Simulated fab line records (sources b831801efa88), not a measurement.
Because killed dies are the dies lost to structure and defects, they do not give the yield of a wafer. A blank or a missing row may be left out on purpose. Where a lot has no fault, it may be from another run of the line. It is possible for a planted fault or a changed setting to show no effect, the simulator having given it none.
Problem report, 8D (eight disciplines) form, completed by code    flow sky130    the parts of the form that need people (team, actions taken, sign-off) are left out

## 1. THE PROBLEM
beam_on_s at SKY_LDD_N_IMPLANT_09 reads a mean of 12.79 s on 6 wafers of 2 lots; wafers without a fault read 10.10 s with a standard deviation of 0.26. That puts it +10 standard deviations away from the usual mean.
Seen first at day 23 07:15 on implanter-03, wafer L213.2. At this step, 36 wafers from 12 lots have a number in the record. The rule behind "out" and "out of limits": a value lying over 4 standard deviations away from the usual mean. The rest of the wafers with a number are treated as sound.

## 2. WHAT IT IS, AND WHAT IT ISN'T
question                     is                             is not
which readings at this step  beam_on_s, faraday_current_uA  -
which lots                   L213, L216                     L200, L202, L204, L205, L206, L207, L219, L220, L221, L223
which wafers of those lots   all that have a number         -
read on which tools          implanter-03                   implanter-01, implanter-02
when                         from day 23 07:15              up to then (18 sound wafers); but 12 sound wafers of L219, L220, L221, L223 came after

## 3. WHAT RULES OUT EACH SUSPECT
Counting: a tool stays on the suspect list if, at a process step up to the reading, it processed all lots that are out and no sound lot following the first of them.
- implanter-03 at SKY_LDD_N_IMPLANT_09: ruled out as a lasting fault. After its first lot that is out, L213 (day 23 07:15), sound lots L223 ran on it.
Left after counting: nothing in the record.

## 4. THE CAUSE (what the simulator had put in)
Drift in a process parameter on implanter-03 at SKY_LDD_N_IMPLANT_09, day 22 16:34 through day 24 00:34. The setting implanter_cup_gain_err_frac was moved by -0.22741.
Counting ruled it out, wrongly.

## 5. SEQUENCE OF EFFECTS, ordered by route
Each row: a reading whose mean over the struck wafers that have a number lies more than 3 standard deviations from the usual. Only readings whose record carries a usual standard deviation are examined. hours: median over the lots of the time between each lot's start at the first step of this table that gives one and its start at this step. sigmas: the change, counted in usual standard deviations.
hours  step                  reading                   usual    on struck wafers  change  sigmas
0      SKY_LDD_N_IMPLANT_09  beam_on_s                 10.10 s  12.79             +2.70   +10
0      SKY_LDD_N_IMPLANT_09  faraday_current_uA        419      331               -88     -8.0
1      SKY_LDD_N_STRIP_16    strip_time_to_endpoint_s  4.314 s  4.392             +0.078  +4.9
Its process steps:
- SKY_LDD_N_IMPLANT_09
- SKY_LDD_N_STRIP_16: strips in O2/N2.
Later steps that measure or inspect, where all struck wafers having a row at the step show a number for every such reading and not one has moved that far: SKY_LDD_N_TW_MEAS_17.

## 6. HOW IT WOULD HAVE BEEN CAUGHT EARLIER
In this record the first reading out of limits was taken at day 23 07:15, 15 hours after the fault began at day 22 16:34.
